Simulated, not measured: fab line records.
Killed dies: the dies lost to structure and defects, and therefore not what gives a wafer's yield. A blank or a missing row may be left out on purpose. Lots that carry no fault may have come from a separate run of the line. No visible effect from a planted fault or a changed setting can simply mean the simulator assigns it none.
A lot that was struck, set against a sound lot :: flow sfq line :: 42 out of 325 route steps
Sound: wafers L164.2, L164.4, L164.5. Struck: wafer L167.4 (L167.5, L167.6, from the same lot, were not struck and are left out); the cause is given at the end.
Per side, at each step with rows, come the tool, then ch with its chambers, and then its first start. Under that, the readings that differ: sound wafers :: struck wafers :: difference of the means :: sigmas: that difference in standard deviations of wafers without a fault.
alike: readings with means less than 2 such deviations apart, plus words and numbers identical on both sides. not compared: withheld readings, readings lacking a value on some wafer, bounds such as >300 that could conceal the same value, and numbers that have no deviation in the record and whose values overlap.
Wherever a step has rows on one side only, a row that says differs or no value, or a row with sigmas, the two part there. Numbers that have no deviation but don't overlap get no sigmas and don't part them. A reading that every wafer of one side lacks parts them only if that side has two wafers or more.

first, 6 steps without rows for these wafers: SFQ_TRILAYER_L0_VIA_LITHO_COAT_018 (resist thk 62 nm); SFQ_TRILAYER_L0_VIA_LITHO_COAT_013 (resist thk 650 nm); SFQ_TRILAYER_L0_VIA_LITHO_SOFTBAKE_017; SFQ_TRILAYER_L0_VIA_LITHO_EXPOSE_014 (exposes mask L0V, target cd 700 nm); SFQ_TRILAYER_L0_VIA_LITHO_PEB_016 (peb time 60 s); SFQ_TRILAYER_L0_VIA_LITHO_DEVELOP_015 (time 60 s).
SFQ_L0V_OVL_MEAS_903:
  sound on overlay-01 at day 5 21:56; struck on overlay-02 at day 6 10:04
  alike: L0V_OVL
then, 2 steps without rows for these wafers: SFQ_TRILAYER_L0_VIA_BARC_OPEN_VIA_ETCH_021 (etches BARC in O2, target depth 125 nm, time 41.7 s); SFQ_TRILAYER_L0_VIA_ETCH_VIA_ETCH_016 (etches SiO2 in CHF3, stops on MoNx KI, target depth 80 nm).
SFQ_TRILAYER_L0_VIA_STRIP_STRIP_017: strips in O2.
  sound on rie metal-01 ch 0, day 5 22:15; struck on rie metal-03 ch 0, day 6 10:22
  alike: drypump motor current A, oes product au, platen temp c
  not compared: rf hours counter h
then, 2 steps without rows for these wafers: SFQ_TRILAYER_L0_VIA_STRIP_SOLV_CLEAN_018 (cleans in NMP, time 600 s); SFQ_TRILAYER_M0_DEP_PRE_CLEAN_020 (time 15 s).
SFQ_TRILAYER_M0_DEP_SPUTTER_019: material Nb, target thk 200 nm, time 133.3 s.
  sound on pvd sputter-03 at day 5 23:38; struck on pvd sputter-03 at day 6 11:08
reading: model.Nb_of_TRILAYER_M0_DEP_SPUTTER_019.thk nm (nm)
sound: 201.9 199.5 201.4
struck: 218.8
difference: +17.9
sigmas: 
  alike: cathode dc power W, throttle valve pct
SFQ_M0_RS_MEAS_904: a four-point-probe measurement.
  sound on film metro-01 at day 5 23:44; struck on film metro-03 at day 6 11:17
reading: M0_NB_RS (ohm/sq)
sound: 0.882 0.892 0.883
struck: 0.813
difference: -0.073
sigmas: -6
then, 6 steps without rows for these wafers: SFQ_TRILAYER_M0_LITHO_COAT_026 (resist thk 62 nm); SFQ_TRILAYER_M0_LITHO_COAT_021 (resist thk 600 nm); SFQ_TRILAYER_M0_LITHO_SOFTBAKE_025; SFQ_TRILAYER_M0_LITHO_EXPOSE_022 (exposes mask M0, target cd 500 nm); SFQ_TRILAYER_M0_LITHO_PEB_024 (peb time 60 s); SFQ_TRILAYER_M0_LITHO_DEVELOP_023 (time 60 s).
-- the record jumps here: 2 days lie between the struck wafers' starts before and after --
SFQ_M0_OVL_MEAS_906:
  sound on overlay-02 at day 8 04:13; struck on overlay-01 at day 8 15:01
reading: M0_OVL (nm)
sound: -5 -10 -21
struck: 0
difference: +12
sigmas: +2
SFQ_TRILAYER_M0_BARC_OPEN_METAL_ETCH_031: etches BARC in O2, target depth 125 nm, time 41.7 s.
  sound on rie metal-01 ch 1, day 8 04:14; struck on rie metal-01 ch 1, day 8 15:04
  alike: drypump motor current A, oes product au
  not compared: rf hours counter h
SFQ_TRILAYER_M0_ETCH_METAL_ETCH_024: etches Nb in Cl2/Ar, stops on SiO2, target depth 240 nm, time 120 s.
  sound on rie metal-01 ch 1, day 8 04:18; struck on rie metal-01 ch 1, day 8 15:08
reading: oes product au (a.u.)
sound: 0.901 0.884 0.894
struck: 0.945
difference: +0.052
sigmas: +6
  alike: drypump motor current A
  not compared: rf hours counter h
then, 2 steps without rows for these wafers: SFQ_TRILAYER_M0_STRIP_STRIP_025 (strips in O2); SFQ_TRILAYER_M0_STRIP_SOLV_CLEAN_026 (cleans in NMP, time 600 s).
SFQ_TRILAYER_I0_DEP_PECVD_027: deposits SiO2 from SiH4/N2O, time 111.11 s, target thk 500 nm.
  sound on pecvd-04 ch 0,1,2, day 8 05:12; struck on pecvd-03 ch 2, day 8 16:02
  alike: heater power w, throttle valve pct
then, 1 step without rows for these wafers: SFQ_TRILAYER_I0_CMP_CMP_028 (polishes SiO2).
SFQ_I0_BOW_MEAS_907:
  sound on film metro-04 at day 8 08:17; struck on film metro-01 at day 8 19:08
  alike: I0_BOW
then, 7 steps without rows for these wafers: SFQ_TRILAYER_I0_METRO_MEASURE_029; SFQ_TRILAYER_I0_VIA_LITHO_COAT_036 (resist thk 62 nm); SFQ_TRILAYER_I0_VIA_LITHO_COAT_031 (resist thk 650 nm); SFQ_TRILAYER_I0_VIA_LITHO_SOFTBAKE_035; SFQ_TRILAYER_I0_VIA_LITHO_EXPOSE_032 (exposes mask I0, target cd 500 nm); SFQ_TRILAYER_I0_VIA_LITHO_PEB_034 (peb time 60 s); SFQ_TRILAYER_I0_VIA_LITHO_DEVELOP_033 (time 60 s).
-- the record jumps here: 3 days lie between the struck wafers' starts before and after --
SFQ_I0_OVL_MEAS_908:
  sound on overlay-01 at day 10 18:37; struck on overlay-01 at day 11 08:34
  alike: I0_OVL
SFQ_TRILAYER_I0_VIA_BARC_OPEN_VIA_ETCH_046: etches BARC in O2, target depth 125 nm, time 41.7 s.
  sound on rie diel-01 ch 1,2,3, day 10 18:38; struck on rie diel-04 ch 1, day 11 08:35
  alike: drypump motor current A, oes product au
  not compared: rf hours counter h
then, 1 step without rows for these wafers: SFQ_TRILAYER_I0_VIA_ETCH_VIA_ETCH_034 (etches SiO2 in CHF3, stops on Nb, target depth 260 nm).
SFQ_TRILAYER_I0_VIA_STRIP_STRIP_035: strips in O2.
  sound on rie metal-01 ch 0,1, day 10 18:47; struck on rie metal-01 ch 0, day 11 08:56
  alike: drypump motor current A, oes product au, platen temp c
  not compared: rf hours counter h
then, 2 steps without rows for these wafers: SFQ_TRILAYER_I0_VIA_STRIP_SOLV_CLEAN_036 (cleans in NMP, time 600 s); SFQ_TRILAYER_M1_DEP_PRE_CLEAN_038 (time 22.5 s).
-- the record jumps here: 60 days lie between the struck wafers' starts before and after --
SFQ_M8_BOW_MEAS_951:
  sound on film metro-04 at day 70 13:26; struck on film metro-01 at day 71 14:13
reading: M8_BOW (um)
sound: -14 -22 -13
struck: 13
difference: +29
sigmas: +2

reading: model.etest.m0.ohm um
sound: 1.762 1.783 1.763
struck: 1.621
difference: -0.148
sigmas: 

reading: model.etest.m0.ohm sq
sound: 0.8804 0.8908 0.8825
struck: 0.8126
difference: -0.0720
sigmas: 

reading: model.etest.i0.link ohm
sound: 1.949 1.966 1.962
struck: 1.903
difference: -0.056
sigmas: 

WHERE THEY PART
First at SFQ_M0_RS_MEAS_904; last, within this record, at SFQ_M8_BOW_MEAS_951.

WHY: the cause the simulator had injected
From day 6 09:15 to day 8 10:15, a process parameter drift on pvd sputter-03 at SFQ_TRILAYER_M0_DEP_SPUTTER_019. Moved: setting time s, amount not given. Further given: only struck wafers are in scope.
